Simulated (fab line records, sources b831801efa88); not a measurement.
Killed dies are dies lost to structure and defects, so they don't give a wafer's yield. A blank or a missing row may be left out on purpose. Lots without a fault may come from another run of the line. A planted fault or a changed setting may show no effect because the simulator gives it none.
Chamber matching | flow sky130 | SKY_VIA3_CMP_24 on cmp-01: 4 sister chambers
The step polishes, stops on SiO2, t overpolish 20 s, target thk 0 nm. 8 wafers are shown with their chamber, then 12 later ones without.

WAFERS WITH THEIR CHAMBER
wafer  | chamber | time_to_endpoint_s (s) | motor_current_A (A)
L078.5 | 1       | 88                     | 12.6
L080.6 | 1       | 87                     | 12.7
L086.2 | 3       | 98                     | 11.4
L086.4 | 2       | 95                     | 11.8
L086.6 | 0       | 101                    | 11.6
L087.1 | 2       | 92                     | 11.3
L087.2 | 0       | 100                    | 11.6
L087.4 | 3       | 95                     | 11.3

WAFERS WITHOUT THEIR CHAMBER
wafer  | time_to_endpoint_s (s) | motor_current_A (A)
L089.2 | 98                     | 13.5
L089.4 | 94                     | 11.0
L089.6 | 101                    | 11.4
L094.2 | 96                     | 13.0
L094.3 | 95                     | 11.2
L094.6 | 94                     | 12.1
L095.3 | 93                     | 11.5
L095.4 | 91                     | 11.7
L095.5 | 87                     | 13.5
L096.1 | 88                     | 11.4
L096.2 | 90                     | 12.7
L096.5 | 86                     | 13.0

WHICH CHAMBER EACH WENT THROUGH
wafer  | from the rows above          | in truth
L089.2 | 1                            | 1
L089.4 | can't be placed: 3 or 2      | 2
L089.6 | can't be placed: 0 or 3      | 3
L094.2 | 1                            | 1
L094.3 | can't be placed: 3 or 2      | 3
L094.6 | can't be placed: 2 or 3 or 0 | 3
L095.3 | can't be placed: 2 or 3      | 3
L095.4 | 2                            | 2
L095.5 | 1                            | 1
L096.1 | can't be placed: 2 or 3      | 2
L096.2 | 1                            | 1
L096.5 | 1                            | 1
Placed correctly: 6 of 12. Can't be placed from these rows: 6 (the true chamber is among the candidates in 6). Placed wrongly: 0.
How it was worked out, from the rows above alone: a wafer's distance from a chamber is the root of the sum, over the readings, of the square of ((its reading less the chamber's mean) divided by the reading's scatter). The wafer belongs to the nearest chamber; if the next one is less than 2 further off, it can't be placed. A chamber's mean is the mean of its shown wafers. The scatter: the root of (the sum of the squares of (reading less its chamber's mean) over the shown wafers, divided by (wafers less chambers)).
